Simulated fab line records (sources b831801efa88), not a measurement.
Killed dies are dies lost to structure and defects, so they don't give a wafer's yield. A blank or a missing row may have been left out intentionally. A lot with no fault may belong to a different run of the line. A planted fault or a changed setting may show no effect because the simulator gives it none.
8D (eight disciplines) problem report, filled in by code	flow gf180mcu	the parts of the form that need people (team, actions taken, sign-off) are left out

== 1. THE ISSUE ==
Wafers without a fault read 7.39 s, standard deviation 0.074; strip_time_to_endpoint_s at GF_M4_STRIP_17 reads a mean of 6.31 s on 2 wafers belonging to 2 lots. That puts it -15 standard deviations away from the usual mean.
The step: strips in O2/N2.
Earliest sighting: wafer L267.3 on plasma_asher-03 at day 29 09:05. Wafers with a number at this step in the record: 35, from 12 lots. Rule for "out", or "out of limits": more than 4 standard deviations from the usual mean. The other wafers with a number count as sound.

== 2. WHAT IT IS; WHAT IT IS NOT ==
question	is	is not
which readings at this step	strip_time_to_endpoint_s, oes_product_au	drypump_motor_current_A, heater_power_w, o2_flow_sccm
which lots	L267, L270	L250, L251, L253, L255, L257, L258, L259, L260, L271, L272
which wafers of those lots	L267.3, L270.3	L267.4, L270.5, L270.6
read on which tools	plasma_asher-01, plasma_asher-03	plasma_asher-02
when	from day 29 09:05	up to then (25 sound wafers); but 8 sound wafers of L270, L271, L272 came after

== 3. WHAT RULES OUT EACH SUSPECT ==
Counting: a tool at a process step up to the reading stays a suspect if it ran every lot that is out. Sound lots after the first of them don't rule it out here, since some wafers of a struck lot are sound.
- rie_metal-02 at GF_M4_METAL_ETCH_16 (etches the open film in Cl2/BCl3, stops on SiO2, target depth 750.8 nm, time 125.1 s): kept. Every lot that is out went through it, the first being L267 (day 29 08:58); the last sound lot it ran before that was L255 (day 25 10:28).
Left after counting: rie_metal-02 at GF_M4_METAL_ETCH_16.

== 4. THE CAUSE (what the simulator had put in) ==
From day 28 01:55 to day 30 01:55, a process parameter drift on rie_metal-02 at GF_M4_METAL_ETCH_16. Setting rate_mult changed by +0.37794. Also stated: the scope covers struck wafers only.
This tool alone remained once counting was done.

== 5. THE CHAIN OF EFFECTS, in route order ==
Each row: a reading whose mean over the struck wafers that have a number lies more than 3 standard deviations from the usual. Only readings whose record carries a usual standard deviation are examined. hours: median over the lots of the time between each lot's start at the first step of this table that gives one and its start at this step. sigmas: the change, counted in usual standard deviations.
hours	step	reading	usual	on struck wafers	change	sigmas
0	GF_M4_STRIP_17	oes_product_au	0.537 a.u.	0.501	-0.036	-6.4
0	GF_M4_STRIP_17	strip_time_to_endpoint_s	7.39 s	6.31	-1.08	-15
Its process steps:
- GF_M4_STRIP_17: strips in O2/N2.

== 6. HOW IT WOULD HAVE BEEN CAUGHT EARLIER ==
The fault began at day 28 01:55; the first out-of-limits reading in this record came at day 29 09:05, 31 hours later.
Tool readings at GF_M4_METAL_ETCH_16 with a usual standard deviation given in the record: none out on any struck wafer, hence no alarm at a limit of 4 standard deviations on them.
Of the lots that are out (2), L270 began GF_M4_METAL_ETCH_16 on rie_metal-02 after day 29 09:05. Had the tool been put on hold then, it would have been spared.
